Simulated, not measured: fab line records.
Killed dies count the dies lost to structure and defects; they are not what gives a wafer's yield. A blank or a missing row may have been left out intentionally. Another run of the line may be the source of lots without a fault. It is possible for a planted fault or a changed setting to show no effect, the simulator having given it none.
Matching of chambers + flow sky130 + SKY_CONTACT_CMP_04 on cmp-01 has 4 sister chambers
The step polishes SiO2. 4 wafers are shown with their chamber, then 8 later ones without.

== WAFERS PAIRED WITH THEIR CHAMBERS ==
| wafer  | chamber | motorCurrentA (A) |
|--------|---------|-------------------|
| L949.5 | 3       | 13.5              |
| L957.1 | 1       | 13.4              |
| L957.3 | 0       | 10.9              |
| L958.1 | 2       | 10.7              |

== WAFERS WHOSE CHAMBER IS MISSING ==
| wafer  | motorCurrentA (A) |
|--------|-------------------|
| L958.4 | 13.6              |
| L958.6 | 10.5              |
| L964.1 | 11.0              |
| L964.4 | 10.5              |
| L964.5 | 13.1              |
| L965.1 | 13.8              |
| L965.3 | 10.2              |
| L965.4 | 13.9              |

== THE CHAMBER EACH PASSED THROUGH ==
| wafer  | from the rows above     | in truth |
|--------|-------------------------|----------|
| L958.4 | can't be placed: 3 or 1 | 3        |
| L958.6 | can't be placed: 2 or 0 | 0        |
| L964.1 | can't be placed: 0 or 2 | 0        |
| L964.4 | can't be placed: 2 or 0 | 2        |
| L964.5 | can't be placed: 1 or 3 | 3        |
| L965.1 | can't be placed: 3 or 1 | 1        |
| L965.3 | can't be placed: 2 or 0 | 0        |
| L965.4 | can't be placed: 3 or 1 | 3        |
Correctly placed: 0 of 8. From these rows, 8 cannot be placed; in 8 the true chamber is one of the candidates. Placed wrongly: 0.
How it was worked out, from the rows above alone: a wafer's distance from a chamber is the root of the sum, over the readings, of the square of ((its reading less the chamber's mean) divided by the reading's scatter). The wafer belongs to the nearest chamber; if the next one is less than 2 further off, it can't be placed. The mean given for a chamber averages the wafers shown for that chamber. The scatter: root of mean squared gap, hidden wafer to nearest shown wafer, with one shown wafer a chamber.
